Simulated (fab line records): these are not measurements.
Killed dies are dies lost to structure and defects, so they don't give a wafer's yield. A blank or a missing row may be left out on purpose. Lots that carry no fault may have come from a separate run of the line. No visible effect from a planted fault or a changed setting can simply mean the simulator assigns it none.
A lot that was struck, set against a sound lot ; flow sky130 ; 16 steps out of a route of 708
Sound: wafers L956.3, L956.4, L956.5. Struck: wafers L946.2, L946.4 (left out: L946.1, a lot-mate that was not struck); the cause follows at the end.
At each step with rows: each side's tool, then ch and its chambers, then its first start. Under that, the readings that differ: sound wafers ; struck wafers ; difference of the means ; sigmas: that difference in standard deviations of wafers without a fault.
alike: readings with means less than 2 such deviations apart, plus words and numbers identical on both sides. not compared: withheld readings, readings lacking a value on some wafer, bounds such as >300 that could conceal the same value, and numbers that have no deviation in the record and whose values overlap.
The two part at a step that has a row with sigmas, a row that says differs or no value, or rows on one side only. When numbers do not overlap yet have no deviation, they are printed without sigmas and do not part them. A reading missing from all wafers of one side parts the sides only when that side holds two or more wafers.

SKY_METAL5_SPUTTER_03: material Ti, target thk 5 nm, time 3.3 s.
  sound: pvd-sputter-04 at day 48 04:40; struck: pvd-sputter-03 at day 45 18:14
reading;sound;struck;difference;sigmas
throttle-valve-pct (%);29.2 27.0 26.9;28.9 30.1;+1.8;+2
SKY_METAL5_SPUTTER_04: material TiN, target thk 70 nm, time 58.3 s.
  sound: pvd-sputter-04 at day 48 04:41; struck: pvd-sputter-03 at day 45 18:15
reading;sound;struck;difference;sigmas
throttle-valve-pct (%);29.1 27.0 27.0;28.9 30.3;+1.9;+2
SKY_METAL5_RS_MEAS_05: uses a four-point probe to measure.
  sound: film-metro-02 at day 48 04:47; struck: film-metro-02 at day 45 18:18
  alike: METAL5_ALCU_RS
SKY_METAL5_THK_MEAS_06: measures by xrf.
  sound: film-metro-02 at day 48 04:53; struck: film-metro-02 at day 45 18:25
  alike: METAL5_ALCU_THK
then, 7 steps without rows for these wafers: SKY_METAL5_DEHYDRATE_07 (time 60 s); SKY_METAL5_HMDS_08 (prime time 60 s); SKY_METAL5_COAT_09 (resist thk 1800 nm); SKY_METAL5_SOFTBAKE_10 (time 60 s); SKY_METAL5_EXPOSE_11 (exposes mask MM5, target cd 1600 nm); SKY_METAL5_PEB_12; SKY_METAL5_DEVELOP_13 (develop time 60 s).
SKY_METAL5_DESCUM_14: chemistry O2, time 11 s.
  sound on rie-metal-04 ch 0,1, day 48 23:16; struck on rie-metal-01 ch 0, day 46 14:49
  alike: drypump-motor-current-A, oes-product-au
  not compared: rf-hours-counter-h
SKY_METAL5_METAL_ETCH_15: etches the open film in Cl2/BCl3, stops on SiO2, target depth 1260 nm, time 252 s.
  sound on rie-metal-04 ch 0,1, day 48 23:22; struck on rie-metal-01 ch 0, day 46 14:52
reading;sound;struck;difference;sigmas
oes-product-au (a.u.);0.893 0.887 0.886;0.853 0.859;-0.033;-6
run-length-s (s);281.4 280.2 280.0;299.2 299.5;+18.8;+50
model.NOVOLAK_of_METAL5_COAT_09.thk-nm (nm);1034 1029 1040;980.4 982.2;-53.0;
  alike: drypump-motor-current-A, throttle-valve-pct
  not compared: rf-hours-counter-h
SKY_METAL5_STRIP_16: strips in O2/N2.
  sound on plasma-asher-01 ch 0,1, day 48 23:33; struck on plasma-asher-04 ch 0,1, day 46 15:05
reading;sound;struck;difference;sigmas
strip-time-to-endpoint-s (s);13.06 13.00 13.13;12.49 12.54;-0.55;-5
  alike: drypump-motor-current-A, oes-product-au
  not compared: rf-hours-counter-h
then, 1 step without rows for these wafers: SKY_METAL5_STRIP_17 (strips in post etch residue remover, time 1200 s).
SKY_PAD_OPEN_PROBE_99:
  sound: prober-02 at day 50 11:29; struck: prober-01 at day 48 10:18
  alike: defect-limited-yield, killed_at_M0_to_M3, killed_at_M4_up, killed-at-contacts, killed-at-front-end, killed-at-other, killed-dies, killed-open, killed-short, sort_bin_3_pad_short, sort_bin_5_function, sort_bin_6_memory, sort-n-pass, sort-yield-pct

== WHERE THEY PART ==
Last at SKY_METAL5_STRIP_16 as far as this record goes, first at SKY_METAL5_SPUTTER_03. Later steps at which nothing parts them and some readings are alike: SKY_PAD_OPEN_PROBE_99.

WHY: what the simulator had put in
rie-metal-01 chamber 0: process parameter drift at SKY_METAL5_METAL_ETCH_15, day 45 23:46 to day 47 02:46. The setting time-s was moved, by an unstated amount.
